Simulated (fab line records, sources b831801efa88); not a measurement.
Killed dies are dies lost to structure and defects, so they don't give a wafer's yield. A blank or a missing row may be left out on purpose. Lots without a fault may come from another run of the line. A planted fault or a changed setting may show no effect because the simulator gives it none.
fab line records | flow gf180mcu
record lots=5 wafers=15 last_day=34
route steps=602 shown V1@358 M2@362 V2@382
lots that met no fault: from a run of the same line without faults
start_h: hours from the record's first day to the start of the lot's first wafer shown | wait_h: hours since the lot's step before | " the same as in the row above | L1.1+2: a row that stands for several wafers | - no value, or no start given | * or withheld: withheld | < > ~ a bound
route shown NAME@n: a module of which the file shows steps, and the number in the route of the first | usual: mean/standard deviation of fault-free wafers | same: alike in all rows | chamber/n: place in a boat | sites: the reading at each site | _std_site: their standard deviation | _edge_site: outer sites' mean less inner sites' | radius_mm: how far each site lies from the wafer's centre | mask NAME#n: copy n | behind: the tool/chamber that last shaped the wafer | hold: why the lot was held/for how many hours/how that ended | device: the transistor (n, p or np) that didn't switch | end of line: the same wafers' tests at the end of the route | a step without rows: its recipe alone | killed: dies lost to structure and defects at the first sort, not the wafer's yield | map: a wafer's dies, x killed, . not, _ none there
set.NAME: the setting as run; set.NAME@STEP: as run at that earlier step | model.NAME: the simulator's own value behind a step, which no gauge read
lots at some steps of the route; a table a step, a row a wafer
services: from which hour (start_h, from the record's first day; less than 0 if before it) a tool's chamber was out of use, for how many hours, and why
## steps
# step GF_V1_CVD_23
# recipe material=W target_thk_nm=350 time_s=105.05 temp_c=400 pressure_torr=40
# usual heater_power_w=827/73
# columns lot.wafer tool chamber start_h wait_h heater_power_w
L076.1 cvd_w-01 0 432.85 0.0 803
L076.4 " 0 " " 792
L076.5 " 1 " " 918
L082.2 cvd_w-01 0 492.30 0.0 780
L082.3 " 0 " " 776
L082.4 " 1 " " 917
L088.3 cvd_w-02 1 541.32 0.1 771
L088.4 " 0 " " 771
L088.5 " 1 " " 771
L090.2 cvd_w-01 0 554.26 0.0 799
L090.4 " 0 " " 810
L090.6 " 1 " " 931
L097.2 cvd_w-02 1 605.66 0.0 773
L097.4 " 0 " " 742
L097.5 " 0 " " 763
# step GF_V1_RS_MEAS_24
# recipe thk_meas_gauge=four-point-probe reads=W_of_V1_CVD_23+TiN_of_V1_SPUTTER_22+Ti_of_V1_SPUTTER_21
# usual V1_W_RS=0.328/0.0054
# columns lot.wafer tool chamber start_h wait_h V1_W_RS[ohm/sq]
L076.1 film_metro-03 - 432.97 0.1 0.336
L076.4 " - " " 0.338
L076.5 " - " " 0.329
L082.2 film_metro-03 - 492.43 0.1 0.332
L082.3 " - " " 0.333
L082.4 " - " " 0.329
L088.3 film_metro-04 - 541.43 0.1 0.336
L088.4 " - " " 0.335
L088.5 " - " " 0.335
L090.2 film_metro-03 - 554.39 0.1 0.317
L090.4 " - " " 0.321
L090.6 " - " " 0.328
L097.2 film_metro-04 - 605.79 0.1 0.332
L097.4 " - " " 0.329
L097.5 " - " " 0.327
# step GF_V1_THK_MEAS_25
# recipe thk_meas_gauge=xrf reads=W_of_V1_CVD_23
# usual V1_W_THK=342/6.5
# columns lot.wafer tool chamber start_h wait_h V1_W_THK[nm]
L076.1 film_metro-03 - 433.09 0.1 337
L076.4 " - " " 334
L076.5 " - " " 345
L082.2 film_metro-03 - 492.54 0.1 342
L082.3 " - " " 338
L082.4 " - " " 346
L088.3 film_metro-04 - 541.53 0.1 333
L088.4 " - " " 335
L088.5 " - " " 336
L090.2 film_metro-03 - 554.50 0.1 357
L090.4 " - " " 350
L090.6 " - " " 344
L097.2 film_metro-04 - 605.90 0.1 336
L097.4 " - " " 337
L097.5 " - " " 342
# step GF_V1_CMP_26
# recipe stop_on=SiO2 down_force_psi=3.5 platen_rpm=60 t_overpolish_s=15 target_thk_nm=0 pad_velocity_m_s=0.94248
# usual head_pressure_psi=3.501/0.0068 motor_current_A=11.1/1.1 overpolish_run_s=14.999/0.0083 slurry_filter_dp_kPa=13.50/0.13 slurry_flow_ml_min=150.0/0.47 time_to_endpoint_s=83.6/2.8
# columns lot.wafer tool chamber start_h wait_h head_pressure_psi motor_current_A overpolish_run_s slurry_filter_dp_kPa slurry_flow_ml_min time_to_endpoint_s
L076.4 cmp-02 0 433.15 0.0 3.495 10.2 14.990 13.57 150.7 77.6
L076.1 " 2 " " 3.504 11.0 15.012 13.56 150.4 79.0
L076.5 " 0 " " 3.499 10.5 15.005 13.30 150.1 83.8
L082.2 cmp-02 3 492.59 0.0 3.485 11.1 15.006 13.47 149.0 81.6
L082.3 " 1 " " 3.505 11.9 15.009 13.34 150.6 79.8
L082.4 " 2 " " 3.497 11.0 15.014 13.47 150.4 83.5
L088.3 cmp-01 3 541.73 0.2 3.518 9.0 14.989 13.54 149.8 78.6
L088.4 " 0 " " 3.502 10.7 15.005 13.74 149.5 78.7
L088.5 " 2 " " 3.515 12.5 15.005 13.61 149.5 83.0
L090.4 cmp-01 3 554.65 0.1 3.507 9.4 15.009 13.47 149.7 84.5
L090.2 " 0 " " 3.508 10.8 15.019 13.49 151.0 87.5
L090.6 " 1 " " 3.495 10.9 15.003 13.53 150.5 87.1
L097.2 cmp-01 3 606.26 0.3 3.500 9.1 15.009 13.48 149.4 81.3
L097.4 " 0 " " 3.508 11.3 14.997 13.41 149.3 81.7
L097.5 " 3 " " 3.505 9.5 14.986 13.62 149.8 79.8
# step GF_M2_SPUTTER_00
# recipe material=Ti target_thk_nm=37.5 arriving_ion_energy_ev=80 substrate_temp_c=200 chamber_pressure_pa=2 power_w=4000 time_s=150
# usual throttle_valve_pct=30.3/0.76
# columns lot.wafer tool chamber start_h wait_h throttle_valve_pct
L076.1 pvd_sputter-04 - 433.45 0.1 30.7
L076.4 " - " " 29.2
L076.5 " - " " 30.9
L082.2 pvd_sputter-04 - 492.89 0.2 30.8
L082.3 " - " " 29.0
L082.4 " - " " 31.0
L088.3 pvd_sputter-01 - 541.93 0.1 31.3
L088.4 " - " " 30.9
L088.5 " - " " 29.0
L090.2 pvd_sputter-01 - 554.85 0.1 29.3
L090.4 " - " " 31.2
L090.6 " - " " 29.1
L097.2 pvd_sputter-04 - 606.51 0.2 29.2
L097.4 " - " " 30.5
L097.5 " - " " 30.7
# step GF_M2_SPUTTER_01
# recipe material=TiN target_thk_nm=30 power_w=6500 time_s=25 chamber_pressure_pa=0.4
# usual throttle_valve_pct=30.3/0.75
# columns lot.wafer tool chamber start_h wait_h throttle_valve_pct
L076.1 pvd_sputter-04 - 433.55 0.1 30.4
L076.4 " - " " 29.2
L076.5 " - " " 30.5
L082.2 pvd_sputter-04 - 492.99 0.1 30.5
L082.3 " - " " 28.9
L082.4 " - " " 30.9
L088.3 pvd_sputter-01 - 542.03 0.1 31.5
L088.4 " - " " 30.5
L088.5 " - " " 28.7
L090.2 pvd_sputter-01 - 554.95 0.1 29.4
L090.4 " - " " 31.4
L090.6 " - " " 29.4
L097.2 pvd_sputter-04 - 606.61 0.1 28.8
L097.4 " - " " 30.7
L097.5 " - " " 30.7
# step GF_M2_SPUTTER_02
# recipe material=AlCu target_thk_nm=450 power_w=10600 time_s=23.9 chamber_pressure_pa=0.4
# usual throttle_valve_pct=30.3/0.78
# columns lot.wafer tool chamber start_h wait_h throttle_valve_pct
L076.1 pvd_sputter-04 - 433.58 0.0 30.7
L076.4 " - " " 29.1
L076.5 " - " " 30.9
L082.2 pvd_sputter-04 - 493.02 0.0 30.6
L082.3 " - " " 29.0
L082.4 " - " " 30.9
L088.3 pvd_sputter-01 - 542.07 0.0 31.2
L088.4 " - " " 31.0
L088.5 " - " " 29.0
L090.2 pvd_sputter-01 - 554.98 0.0 29.1
L090.4 " - " " 31.2
L090.6 " - " " 29.3
L097.2 pvd_sputter-04 - 606.64 0.0 29.0
L097.4 " - " " 30.7
L097.5 " - " " 30.7
# step GF_M2_SPUTTER_03
# recipe material=Ti target_thk_nm=10 substrate_temp_c=300 chamber_pressure_pa=0.3139 power_w=3000 time_s=6.7
# usual throttle_valve_pct=30.2/0.77
# columns lot.wafer tool chamber start_h wait_h throttle_valve_pct
L076.1 pvd_sputter-04 - 433.61 0.0 30.5
L076.4 " - " " 29.0
L076.5 " - " " 30.6
L082.2 pvd_sputter-04 - 493.05 0.0 30.5
L082.3 " - " " 29.0
L082.4 " - " " 30.8
L088.3 pvd_sputter-01 - 542.10 0.0 31.2
L088.4 " - " " 31.0
L088.5 " - " " 28.9
L090.2 pvd_sputter-01 - 555.01 0.0 29.1
L090.4 " - " " 31.4
L090.6 " - " " 29.4
L097.2 pvd_sputter-04 - 606.67 0.0 29.3
L097.4 " - " " 30.5
L097.5 " - " " 30.8
# step GF_M2_SPUTTER_04
# recipe material=TiN target_thk_nm=50 power_w=6500 time_s=41.7 chamber_pressure_pa=0.4
# usual throttle_valve_pct=30.2/0.76
# columns lot.wafer tool chamber start_h wait_h throttle_valve_pct
L076.1 pvd_sputter-04 - 433.63 0.0 30.4
L076.4 " - " " 28.9
L076.5 " - " " 30.4
L082.2 pvd_sputter-04 - 493.07 0.0 30.6
L082.3 " - " " 29.3
L082.4 " - " " 30.9
L088.3 pvd_sputter-01 - 542.12 0.0 31.1
L088.4 " - " " 30.8
L088.5 " - " " 29.0
L090.2 pvd_sputter-01 - 555.03 0.0 29.4
L090.4 " - " " 31.2
L090.6 " - " " 29.2
L097.2 pvd_sputter-04 - 606.69 0.0 29.0
L097.4 " - " " 30.3
L097.5 " - " " 30.8
# step GF_M2_RS_MEAS_05
# recipe thk_meas_gauge=four-point-probe reads=TiN_of_M2_SPUTTER_04+Ti_of_M2_SPUTTER_03+AlCu_of_M2_SPUTTER_02+TiN_of_M2_SPUTTER_01+Ti_of_M2_SPUTTER_00
# usual M2_ALCU_RS=0.0693/0.00088
# columns lot.wafer tool chamber start_h wait_h M2_ALCU_RS[ohm/sq]
L076.1 film_metro-04 - 433.67 0.0 0.0692
L076.4 " - " " 0.0677
L076.5 " - " " 0.0683
L082.2 film_metro-02 - 493.13 0.0 0.0699
L082.3 " - " " 0.0686
L082.4 " - " " 0.0690
L088.3 film_metro-04 - 542.20 0.1 0.0698
L088.4 " - " " 0.0710
L088.5 " - " " 0.0704
L090.2 film_metro-02 - 555.09 0.0 0.0690
L090.4 " - " " 0.0695
L090.6 " - " " 0.0693
L097.2 film_metro-04 - 606.75 0.0 0.0683
L097.4 " - " " 0.0692
L097.5 " - " " 0.0687
# step GF_M2_THK_MEAS_06
# recipe thk_meas_gauge=xrf reads=AlCu_of_M2_SPUTTER_02
# usual M2_ALCU_THK=451/5.6
# columns lot.wafer tool chamber start_h wait_h M2_ALCU_THK[nm]
L076.1 film_metro-04 - 433.79 0.1 452
L076.4 " - " " 459
L076.5 " - " " 456
L082.2 film_metro-02 - 493.24 0.1 449
L082.3 " - " " 459
L082.4 " - " " 456
L088.3 film_metro-04 - 542.30 0.1 445
L088.4 " - " " 438
L088.5 " - " " 444
L090.2 film_metro-02 - 555.20 0.1 454
L090.4 " - " " 450
L090.6 " - " " 451
L097.2 film_metro-04 - 606.86 0.1 453
L097.4 " - " " 448
L097.5 " - " " 450
# step GF_M2_DEHYDRATE_07
# recipe temp_c=200 time_s=60
# usual resist_line_temp_C=23.00/0.11
# columns lot.wafer tool chamber start_h wait_h resist_line_temp_C
L076.1 litho_track-02 0 444.54 10.7 22.84
L076.4 " 0 " " 22.92
L076.5 " 0 " " 22.94
L082.2 litho_track-01 0 504.73 11.5 23.10
L082.3 " 0 " " 23.22
L082.4 " 0 " " 23.28
L088.3 litho_track-04 0 552.68 10.4 22.94
L088.4 " 0 " " 23.01
L088.5 " 0 " " 22.93
L090.2 litho_track-02 0 565.77 10.6 22.99
L090.4 " 0 " " 22.93
L090.6 " 0 " " 22.89
L097.2 litho_track-04 0 616.51 9.6 22.89
L097.4 " 0 " " 23.09
L097.5 " 0 " " 22.93
# step GF_M2_HMDS_08
# recipe prime_time_s=60 prime_temp_c=120
# usual resist_line_temp_C=23.00/0.1
# columns lot.wafer tool chamber start_h wait_h resist_line_temp_C
L076.1 litho_track-02 0 444.69 0.1 23.02
L076.4 " 0 " " 22.96
L076.5 " 0 " " 22.94
L082.2 litho_track-01 0 504.88 0.1 23.03
L082.3 " 0 " " 23.09
L082.4 " 0 " " 23.06
L088.3 litho_track-04 0 552.83 0.1 23.05
L088.4 " 0 " " 23.03
L088.5 " 0 " " 23.15
L090.2 litho_track-02 0 565.92 0.1 22.92
L090.4 " 0 " " 22.92
L090.6 " 0 " " 23.04
L097.2 litho_track-04 0 616.66 0.1 23.10
L097.4 " 0 " " 23.08
L097.5 " 0 " " 23.03
# step GF_M2_COAT_09
# recipe resist=KrF spin_rpm=withheld resist_thk_nm=1000
# usual resist_line_temp_C=23.01/0.11
# columns lot.wafer tool chamber start_h wait_h resist_line_temp_C
L076.1 litho_track-02 0 444.84 0.1 23.17
L076.4 " 0 " " 23.25
L076.5 " 0 " " 23.21
L082.2 litho_track-01 0 505.03 0.1 23.02
L082.3 " 0 " " 22.76
L082.4 " 0 " " 22.88
L088.3 litho_track-04 0 552.98 0.1 23.08
L088.4 " 0 " " 22.99
L088.5 " 0 " " 22.98
L090.2 litho_track-02 0 566.07 0.1 22.90
L090.4 " 0 " " 23.09
L090.6 " 0 " " 22.88
L097.2 litho_track-04 0 616.81 0.1 22.98
L097.4 " 0 " " 22.95
L097.5 " 0 " " 22.90
# step GF_M2_SOFTBAKE_10
# recipe temp_c=130 time_s=60 resist=KrF
# usual resist_line_temp_C=22.98/0.099
# columns lot.wafer tool chamber start_h wait_h resist_line_temp_C
L076.1 litho_track-02 0 444.99 0.1 22.89
L076.4 " 0 " " 22.99
L076.5 " 0 " " 22.93
L082.2 litho_track-01 0 505.18 0.1 23.01
L082.3 " 0 " " 23.15
L082.4 " 0 " " 23.12
L088.3 litho_track-04 0 553.13 0.1 23.11
L088.4 " 0 " " 22.82
L088.5 " 0 " " 22.92
L090.2 litho_track-02 0 566.22 0.1 22.92
L090.4 " 0 " " 22.94
L090.6 " 0 " " 23.15
L097.2 litho_track-04 0 616.96 0.1 23.00
L097.4 " 0 " " 23.04
L097.5 " 0 " " 22.90
# step GF_M2_EXPOSE_11
# recipe mask_id=Metal2 target_cd_nm=280 na=0.68 source_shape=conventional sigma_outer=0.6 dose_mj=28
# same na=0.68
# columns lot.wafer tool chamber start_h wait_h mask
L076.1+4+5 krf_scanner-01 0 - - Metal2#0
L082.2+3+4 krf_scanner-01 0 - - Metal2#0
L088.3+4+5 krf_scanner-02 0 - - Metal2#0
L090.2+4+6 krf_scanner-01 0 - - Metal2#0
L097.2+4+5 krf_scanner-01 0 - - Metal2#0
# step GF_M2_PEB_12
# recipe peb_temp_c=135 peb_time_s=90 resist=KrF
# usual resist_line_temp_C=23.00/0.1
# columns lot.wafer tool chamber start_h wait_h resist_line_temp_C
L076.1 litho_track-02 0 - - 22.77
L076.4 " 0 " " 22.90
L076.5 " 0 " " 22.88
L082.2 litho_track-04 0 - - 23.13
L082.3 " 0 " " 23.11
L082.4 " 0 " " 22.90
L088.3 litho_track-02 0 - - 23.02
L088.4 " 0 " " 23.05
L088.5 " 0 " " 23.03
L090.2 litho_track-02 0 - - 22.95
L090.4 " 0 " " 22.88
L090.6 " 0 " " 22.89
L097.2 litho_track-02 0 - - 23.11
L097.4 " 0 " " 23.02
L097.5 " 0 " " 23.05
# step GF_M2_DEVELOP_13
# recipe develop_time_s=60 dev_temp_c=21
# usual resist_line_temp_C=22.97/0.12
# columns lot.wafer tool chamber start_h wait_h resist_line_temp_C
L076.1 litho_track-02 0 457.79 0.2 22.97
L076.4 " 0 " " 22.84
L076.5 " 0 " " 22.97
L082.2 litho_track-04 0 517.16 0.2 23.11
L082.3 " 0 " " 22.81
L082.4 " 0 " " 22.93
L088.3 litho_track-02 0 564.09 0.1 23.00
L088.4 " 0 " " 22.85
L088.5 " 0 " " 22.91
L090.2 litho_track-02 0 576.92 0.2 23.03
L090.4 " 0 " " 23.16
L090.6 " 0 " " 23.00
L097.2 litho_track-02 0 626.41 0.2 23.04
L097.4 " 0 " " 23.01
L097.5 " 0 " " 22.82
# step GF_M2_CD_MEAS_14
# recipe target_cd_nm=280
# usual cd_nm=279.7/1.3
# columns lot.wafer tool chamber start_h wait_h cd_nm
L076.1 cd_sem-02 - 457.94 0.1 281.7
L076.4 " - " " 281.8
L076.5 " - " " 280.8
L082.2 cd_sem-01 - 517.30 0.1 279.2
L082.3 " - " " 280.3
L082.4 " - " " 279.3
L088.3 cd_sem-02 - 564.23 0.1 279.0
L088.4 " - " " 278.2
L088.5 " - " " 278.1
L090.2 cd_sem-01 - 577.06 0.1 277.9
L090.4 " - " " 278.8
L090.6 " - " " 279.6
L097.2 cd_sem-02 - 626.56 0.1 280.4
L097.4 " - " " 280.5
L097.5 " - " " 281.2
# step GF_M2_OVL_MEAS_15
# usual M2_OVL=-2/5.5
# columns lot.wafer tool chamber start_h wait_h M2_OVL[nm]
L076.1 overlay-01 - 458.06 0.1 -4
L076.4 " - " " -5
L076.5 " - " " -3
L082.2 overlay-01 - 517.41 0.1 -18
L082.3 " - " " -11
L082.4 " - " " -15
L088.3 overlay-02 - 564.32 0.1 -1
L088.4 " - " " -6
L088.5 " - " " -1
L090.2 overlay-01 - 577.17 0.1 -5
L090.4 " - " " -4
L090.6 " - " " -8
L097.2 overlay-01 - 626.67 0.1 -3
L097.4 " - " " -4
L097.5 " - " " -8
# step GF_M2_METAL_ETCH_16
# recipe chemistry=Cl2/BCl3 mask_material=KrF target_depth_nm=750.8 stop_on=SiO2 pressure_mtorr=8 icp_w=800 bias_w=140 Cl2_flow_sccm=80 bcl3_flow_sccm=40 time_s=125.1
# usual drypump_motor_current_A=5.9/0.44 he_backside_leak_sccm=3.4/0.31 oes_product_au=0.991/0.0056 throttle_valve_pct=28.229/0.0096
# columns lot.wafer tool chamber start_h wait_h drypump_motor_current_A he_backside_leak_sccm oes_product_au rf_hours_counter_h throttle_valve_pct
L076.1 rie_metal-02 0 458.10 0.0 6.5 3.5 0.993 8 28.245
L076.4 " 0 " " 6.5 3.4 0.986 - 28.234
L076.5 " 0 " " 6.5 3.5 0.983 - 28.239
L082.2 rie_metal-02 0 517.44 0.0 6.5 3.6 0.998 10 28.216
L082.3 " 0 " " 6.5 3.7 0.996 - 28.219
L082.4 " 1 " " 6.1 3.1 0.999 - 28.225
L088.3 rie_metal-02 1 564.39 0.1 6.0 3.1 0.987 - 28.220
L088.4 " 0 " " 6.5 3.5 0.991 - 28.212
L088.5 " 1 " " 6.0 3.3 0.995 - 28.232
L090.2 rie_metal-01 0 577.20 0.0 6.1 3.5 0.997 5 28.229
L090.4 " 0 " " 6.1 3.3 0.999 - 28.225
L090.6 " 0 " " 6.1 3.4 0.987 - 28.229
L097.2 rie_metal-04 1 626.70 0.0 5.0 3.4 0.992 10 28.231
L097.4 " 0 " " 5.6 3.4 0.990 - 28.242
L097.5 " 0 " " 5.7 3.5 0.978 - 28.235
# step GF_M2_STRIP_17
# recipe chemistry=O2/N2 power_w=1400 pressure_mtorr=1500 platen_temp_c=250 o2_flow_sccm=3000 n2_flow_sccm=300 overash_fraction=0.5
# usual drypump_motor_current_A=5.61/0.27 heater_power_w=332/22 oes_product_au=0.538/0.0047 strip_time_to_endpoint_s=7.41/0.039
# columns lot.wafer tool chamber start_h wait_h drypump_motor_current_A heater_power_w oes_product_au rf_hours_counter_h strip_time_to_endpoint_s
L076.1 plasma_asher-04 0 458.23 0.1 5.57 305 0.539 65 7.42
L076.4 " 0 " " 5.58 315 0.532 - 7.44
L076.5 " 0 " " 5.55 308 0.542 - 7.41
L082.2 plasma_asher-02 0 517.57 0.1 5.63 329 0.542 9 7.46
L082.3 " 0 " " 5.63 329 0.542 - 7.44
L082.4 " 1 " " 6.07 323 0.537 - 7.42
L088.3 plasma_asher-02 0 564.51 0.1 5.62 324 0.536 - 7.38
L088.4 " 1 " " 6.05 331 0.531 - 7.35
L088.5 " 0 " " 5.63 323 0.536 - 7.38
L090.2 plasma_asher-03 1 577.33 0.1 5.33 328 0.540 90 7.39
L090.4 " 0 " " 5.78 325 0.541 - 7.38
L090.6 " 1 " " 5.33 324 0.534 - 7.38
L097.2 plasma_asher-03 0 626.82 0.1 5.79 329 0.539 96 7.40
L097.4 " 0 " " 5.78 329 0.538 - 7.48
L097.5 " 0 " " 5.80 320 0.539 - 7.45
# step GF_M2_STRIP_18
# recipe chemistry=post_etch_residue_remover time_s=1200 temp_c=72.5
# usual bath_heat_duty_pct=14.8/1.2
# columns lot.wafer tool chamber start_h wait_h bath_heat_duty_pct
L076.1 wet_bench-03 1 458.33 0.1 15.4
L076.4 " 1 " " 15.7
L076.5 " 1 " " 13.7
L082.2 wet_bench-02 0 517.67 0.1 16.1
L082.3 " 0 " " 16.4
L082.4 " 0 " " 15.2
L088.3 wet_bench-03 2 564.58 0.0 15.2
L088.4 " 2 " " 14.3
L088.5 " 2 " " 14.9
L090.2 wet_bench-02 2 577.43 0.1 14.6
L090.4 " 2 " " 14.2
L090.6 " 2 " " 13.5
L097.2 wet_bench-02 2 626.92 0.1 13.8
L097.4 " 2 " " 13.7
L097.5 " 2 " " 13.8
# step GF_M2_CLEAN_19
# recipe chemistry=DIW dry=n2_spin
# columns lot.wafer tool chamber start_h wait_h
L076.1+4+5 wet_bench-02 0 458.67 0.0
L082.2+3+4 wet_bench-03 3 518.04 0.0
L088.3+4+5 wet_bench-04 0 564.92 0.0
L090.2+4+6 wet_bench-03 2 577.83 0.0
L097.2+4+5 wet_bench-03 0 627.27 0.0
# step GF_V2_CVD_00
# recipe material=SiO2 target_thk_nm=600 sigma_open_frac=0.3 temp_c=400 time_s=100 sih4_flow_sccm=60 pressure_mtorr=6
# columns lot.wafer tool chamber start_h wait_h
L076.1+4+5 hdpcvd-01 2,1,2 458.76 0.0
L082.2+3+4 hdpcvd-01 0,1,0 518.13 0.0
L088.3+4+5 hdpcvd-02 1,0,1 565.01 0.0
L090.2+4+6 hdpcvd-02 0,0,2 577.93 0.0
L097.2+4+5 hdpcvd-01 1,0,2 627.36 0.0
# step GF_V2_THK_MEAS_01
# recipe reads=SiO2_of_V2_CVD_00
# usual V2_CVD_00_THK=601/6.5
# columns lot.wafer tool chamber start_h wait_h V2_CVD_00_THK[nm]
L076.1 film_metro-03 - 458.83 0.0 600
L076.4 " - " " 599
L076.5 " - " " 595
L082.2 film_metro-03 - 518.22 0.0 599
L082.3 " - " " 602
L082.4 " - " " 608
L088.3 film_metro-02 - 565.10 0.1 600
L088.4 " - " " 591
L088.5 " - " " 596
L090.2 film_metro-03 - 578.01 0.0 600
L090.4 " - " " 601
L090.6 " - " " 601
L097.2 film_metro-02 - 627.44 0.0 605
L097.4 " - " " 608
L097.5 " - " " 593
# step GF_V2_CVD_02
# recipe material=SiO2 target_thk_nm=850 precursor=TEOS temp_c=400 time_s=94.851 rf_w=600
# usual heater_power_w=669/91
# columns lot.wafer tool chamber start_h wait_h heater_power_w
L076.1 pecvd-04 1 458.89 0.1 720
L076.4 " 0 " " 802
L076.5 " 2 " " 552
L082.2 pecvd-02 1 518.27 0.0 512
L082.3 " 2 " " 577
L082.4 " 1 " " 583
L088.3 pecvd-02 2 565.14 0.0 687
L088.4 " 2 " " 553
L088.5 " 1 " " 600
L090.2 pecvd-01 1 578.06 0.0 632
L090.4 " 2 " " 741
L090.6 " 1 " " 683
L097.2 pecvd-04 0 627.49 0.0 786
L097.4 " 2 " " 757
L097.5 " 1 " " 732
# step GF_V2_THK_MEAS_03
# recipe reads=SiO2_of_V2_CVD_02
# usual V2_CVD_02_THK=851/12
# columns lot.wafer tool chamber start_h wait_h V2_CVD_02_THK[nm]
L076.1 film_metro-03 - 458.96 0.0 859
L076.4 " - " " 875
L076.5 " - " " 865
L082.2 film_metro-02 - 518.35 0.0 829
L082.3 " - " " 842
L082.4 " - " " 846
L088.3 film_metro-02 - 565.23 0.1 854
L088.4 " - " " 860
L088.5 " - " " 846
L090.2 film_metro-03 - 578.14 0.0 867
L090.4 " - " " 853
L090.6 " - " " 884
L097.2 film_metro-02 - 627.57 0.0 848
L097.4 " - " " 865
L097.5 " - " " 871
# step GF_V2_CMP_04
# recipe material=SiO2 down_force_psi=4 platen_rpm=60 pad_velocity_m_s=0.94248
# usual head_pressure_psi=4.001/0.0082 motor_current_A=12.2/1.3 slurry_filter_dp_kPa=13.51/0.14 slurry_flow_ml_min=150.0/0.47 time_to_endpoint_s=77/5.4
# columns lot.wafer tool chamber start_h wait_h head_pressure_psi motor_current_A slurry_filter_dp_kPa slurry_flow_ml_min time_to_endpoint_s
L076.4 cmp-01 1 459.07 0.1 3.997 12.5 13.60 150.3 86
L076.1 " 3 " " 3.982 10.2 13.62 149.9 81
L076.5 " 0 " " 4.003 12.2 13.58 150.1 84
L082.4 cmp-01 3 518.45 0.1 3.978 10.3 13.38 150.7 73
L082.3 " 0 " " 3.999 12.0 13.49 149.3 74
L082.2 " 1 " " 3.995 12.4 13.49 149.8 68
L088.4 cmp-01 1 565.32 0.1 3.988 12.3 13.46 150.5 78
L088.3 " 2 " " 4.007 14.7 13.49 150.5 77
L088.5 " 1 " " 4.008 12.3 13.49 150.6 74
L090.4 cmp-02 3 578.29 0.1 3.992 13.0 13.50 150.0 78
L090.2 " 0 " " 4.004 10.9 13.39 150.2 84
L090.6 " 1 " " 3.994 12.7 13.42 150.0 92
L097.4 cmp-02 2 627.62 0.0 3.996 12.5 13.32 150.2 86
L097.2 " 1 " " 3.997 12.7 13.38 149.7 84
L097.5 " 2 " " 3.998 12.0 13.39 150.3 89
# step GF_V2_BOW_MEAS_05
# recipe mode=bow
# usual V2_BOW=102/9.3
# columns lot.wafer tool chamber start_h wait_h V2_BOW[um]
L076.1 film_metro-02 - 459.32 0.1 106
L076.4 " - " " 112
L076.5 " - " " 121
L082.2 film_metro-02 - 518.72 0.1 75
L082.3 " - " " 90
L082.4 " - " " 92
L088.3 film_metro-03 - 565.61 0.2 111
L088.4 " - " " 115
L088.5 " - " " 106
L090.2 film_metro-03 - 578.51 0.1 96
L090.4 " - " " 98
L090.6 " - " " 94
L097.2 film_metro-02 - 627.94 0.1 113
L097.4 " - " " 113
L097.5 " - " " 108
# step GF_V2_DEHYDRATE_06
# recipe temp_c=200 time_s=60
# usual resist_line_temp_C=22.98/0.11
# columns lot.wafer tool chamber start_h wait_h resist_line_temp_C
L076.1 litho_track-01 0 470.25 10.9 22.91
L076.4 " 0 " " 22.82
L076.5 " 0 " " 22.91
L082.2 litho_track-02 0 529.27 10.5 23.00
L082.3 " 0 " " 22.85
L082.4 " 0 " " 22.89
L088.3 litho_track-01 0 575.85 10.2 23.08
L088.4 " 0 " " 22.94
L088.5 " 0 " " 22.91
L090.2 litho_track-03 0 588.84 10.3 23.04
L090.4 " 0 " " 22.99
L090.6 " 0 " " 22.98
L097.2 litho_track-03 0 637.54 9.6 23.12
L097.4 " 0 " " 22.99
L097.5 " 0 " " 23.10
# step GF_V2_HMDS_07
# recipe prime_time_s=60 prime_temp_c=120
# usual resist_line_temp_C=23.00/0.097
# columns lot.wafer tool chamber start_h wait_h resist_line_temp_C
L076.1 litho_track-01 0 470.40 0.1 23.00
L076.4 " 0 " " 23.09
L076.5 " 0 " " 22.97
L082.2 litho_track-02 0 529.42 0.1 22.86
L082.3 " 0 " " 22.83
L082.4 " 0 " " 22.94
L088.3 litho_track-01 0 576.00 0.1 22.88
L088.4 " 0 " " 22.92
L088.5 " 0 " " 22.89
L090.2 litho_track-03 0 588.99 0.1 23.10
L090.4 " 0 " " 23.21
L090.6 " 0 " " 23.05
L097.2 litho_track-03 0 637.69 0.1 23.01
L097.4 " 0 " " 22.93
L097.5 " 0 " " 22.88
# step GF_V2_COAT_08
# recipe resist=BARC temp_c=withheld time_s=withheld spin_rpm=withheld resist_thk_nm=withheld
# usual resist_line_temp_C=*
# columns lot.wafer tool chamber start_h wait_h resist_line_temp_C
L076.1 litho_track-01 0 470.55 0.1 *
L076.4 " 0 " " *
L076.5 " 0 " " *
L082.2 litho_track-02 0 529.57 0.1 *
L082.3 " 0 " " *
L082.4 " 0 " " *
L088.3 litho_track-01 0 576.15 0.1 *
L088.4 " 0 " " *
L088.5 " 0 " " *
L090.2 litho_track-03 0 589.14 0.1 *
L090.4 " 0 " " *
L090.6 " 0 " " *
L097.2 litho_track-03 0 637.84 0.1 *
L097.4 " 0 " " *
L097.5 " 0 " " *
# step GF_V2_COAT_09
# recipe resist=KrF spin_rpm=withheld resist_thk_nm=1000
# usual resist_line_temp_C=23.00/0.1
# columns lot.wafer tool chamber start_h wait_h resist_line_temp_C
L076.1 litho_track-01 0 - - 23.01
L076.4 " 0 " " 23.01
L076.5 " 0 " " 22.82
L082.2 litho_track-02 0 - - 22.95
L082.3 " 0 " " 22.91
L082.4 " 0 " " 22.90
L088.3 litho_track-01 0 - - 23.03
L088.4 " 0 " " 22.97
L088.5 " 0 " " 23.05
L090.2 litho_track-03 0 - - 23.02
L090.4 " 0 " " 23.19
L090.6 " 0 " " 22.94
L097.2 litho_track-03 0 - - 22.98
L097.4 " 0 " " 23.05
L097.5 " 0 " " 23.08
## services
# columns tool chamber start_h hours kind
cmp-02 - 417.34 0.3 repair
cmp-01 - 418.22 1.6 repair
pecvd-02 - 418.80 0.6 repair
hdpcvd-01 2 420.13 5.0 repair
krf_scanner-01 - 430.08 0.9 repair
hdpcvd-01 - 436.06 5.5 pm
krf_scanner-01 - 450.68 0.3 repair
cmp-02 - 457.84 0.5 repair
krf_scanner-01 - 497.91 1.3 pm
krf_scanner-01 - 499.48 1.4 repair
cmp-02 - 528.63 4.0 pm
rie_metal-02 1 532.72 9.9 repair
hdpcvd-01 - 539.25 15.0 pm
pvd_sputter-04 - 560.63 0.9 repair
krf_scanner-01 - 561.72 1.0 pm
krf_scanner-01 - 567.54 0.8 pm
cmp-01 - 572.00 4.0 pm
cvd_w-01 0 580.57 103.0 repair
pvd_sputter-01 - 590.01 0.7 repair
cmp-02 - 594.11 4.5 repair
rie_metal-02 0 598.43 8.7 repair
cmp-01 - 601.21 0.7 repair
cmp-02 - 605.74 1.1 repair
krf_scanner-01 - 633.16 4.4 pm
## key
fault none
